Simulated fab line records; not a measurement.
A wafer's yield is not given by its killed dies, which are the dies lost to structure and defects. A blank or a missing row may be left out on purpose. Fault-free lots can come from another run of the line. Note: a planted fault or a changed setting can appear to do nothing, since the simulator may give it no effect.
Which of the tools did it? || flow sfq_line || 14 lots, 42 wafers sampled, at 2 steps of a route of 325

## WHAT THE GAUGES READ, wafer by wafer
SFQ_I0_OVL_MEAS_908.
{"lot": "L125", "measured": "day 9 07:42", "on": "overlay-02", "I0_OVL (nm)": "-4 -10 -7"}
{"lot": "L126", "measured": "day 9 14:54", "on": "overlay-01", "I0_OVL (nm)": "-11 -7 1"}
{"lot": "L130", "measured": "day 11 03:00", "on": "overlay-01", "I0_OVL (nm)": "-6 -8 -6"}
{"lot": "L131", "measured": "day 11 07:49", "on": "overlay-02", "I0_OVL (nm)": "-14 -12 -11"}
{"lot": "L132", "measured": "day 11 10:31", "on": "overlay-02", "I0_OVL (nm)": "-16 -12 -14"}
{"lot": "L133", "measured": "day 11 16:13", "on": "overlay-01", "I0_OVL (nm)": "-10 -1 -4"}
{"lot": "L135", "measured": "day 12 01:48", "on": "overlay-02", "I0_OVL (nm)": "1 -2 1"}
{"lot": "L137", "measured": "day 12 15:01", "on": "overlay-02", "I0_OVL (nm)": "5 -2 -3"}
{"lot": "L138", "measured": "day 12 19:48", "on": "overlay-02", "I0_OVL (nm)": "-1 -9 1"}
{"lot": "L144", "measured": "day 14 06:07", "on": "overlay-02", "I0_OVL (nm)": "-10 -10 -10"}
{"lot": "L145", "measured": "day 14 13:07", "on": "overlay-02", "I0_OVL (nm)": "5 7 1"}
{"lot": "L146", "measured": "day 14 20:19", "on": "overlay-01", "I0_OVL (nm)": "-8 -13 -14"}
{"lot": "L147", "measured": "day 14 22:43", "on": "overlay-02", "I0_OVL (nm)": "-4 -5 -8"}
{"lot": "L148", "measured": "day 15 07:07", "on": "overlay-02", "I0_OVL (nm)": "-3 -4 -12"}

SFQ_I1_BOW_MEAS_912.
{"lot": "L125", "measured": "day 12 20:49", "on": "film_metro-02", "I1_BOW (um)": "1 7 5"}
{"lot": "L126", "measured": "day 13 08:05", "on": "film_metro-03", "I1_BOW (um)": "-2 -6 -10"}
{"lot": "L130", "measured": "day 15 03:33", "on": "film_metro-02", "I1_BOW (um)": "6 20 19"}
{"lot": "L131", "measured": "day 15 11:23", "on": "film_metro-02", "I1_BOW (um)": "3 8 2"}
{"lot": "L132", "measured": "day 15 16:23", "on": "film_metro-01", "I1_BOW (um)": "3 -8 0"}
{"lot": "L133", "measured": "day 15 23:22", "on": "film_metro-01", "I1_BOW (um)": "4 17 2"}
{"lot": "L135", "measured": "day 16 11:52", "on": "film_metro-02", "I1_BOW (um)": "-2 -19 -12"}
{"lot": "L137", "measured": "day 17 05:38", "on": "film_metro-03", "I1_BOW (um)": "4 -4 13"}
{"lot": "L138", "measured": "day 17 09:22", "on": "film_metro-02", "I1_BOW (um)": "4 -9 -10"}
{"lot": "L144", "measured": "day 19 00:14", "on": "film_metro-03", "I1_BOW (um)": "-7 3 1"}
{"lot": "L145", "measured": "day 19 08:14", "on": "film_metro-01", "I1_BOW (um)": "4 -4 7"}
{"lot": "L146", "measured": "day 19 17:14", "on": "film_metro-03", "I1_BOW (um)": "-7 -12 -14"}
{"lot": "L147", "measured": "day 19 18:29", "on": "film_metro-01", "I1_BOW (um)": "0 -9 -3"}
{"lot": "L148", "measured": "day 20 06:29", "on": "film_metro-03", "I1_BOW (um)": "3 -2 9"}

## EACH LOT AND THE TOOL THAT RAN IT (in order: tool; ch and the chambers of the sampled wafers; start)
The record holds no process step before these readings.

## AS READ BY THE TOOLS THEMSELVES (means over the sampled wafers that have a number; for cases with no such wafer, the mark the record gives instead)
The record holds no such reading with a usual standard deviation.

## THE ANSWER, worked out from the rows above alone
Rule: usual is defined by the lots themselves. The widest of any qualifying gaps counts: lots, ordered by their means at a reading, are off when they make up no more than a third of the lots, leave a main group of 4 or more, and stand apart from it by 3 or more times the standard deviation of that group's means. The tables above print the reading to a certain number of digits; a main group whose means all agree to those digits is not used. A lot without any number at a reading at which 4 lots or more have one is off too. All remaining lots with rows at the step are treated as sound. First the gauges in route order, then the tools' own readings, where a lot's mean is used as printed above. At the first step where some lot is off, the reading lying furthest off is the one used; lots without a number count as furthest.
Across all readings shown, no lot is off: no conclusion can be drawn from this.

## WHAT THE SIMULATOR HAD INSERTED
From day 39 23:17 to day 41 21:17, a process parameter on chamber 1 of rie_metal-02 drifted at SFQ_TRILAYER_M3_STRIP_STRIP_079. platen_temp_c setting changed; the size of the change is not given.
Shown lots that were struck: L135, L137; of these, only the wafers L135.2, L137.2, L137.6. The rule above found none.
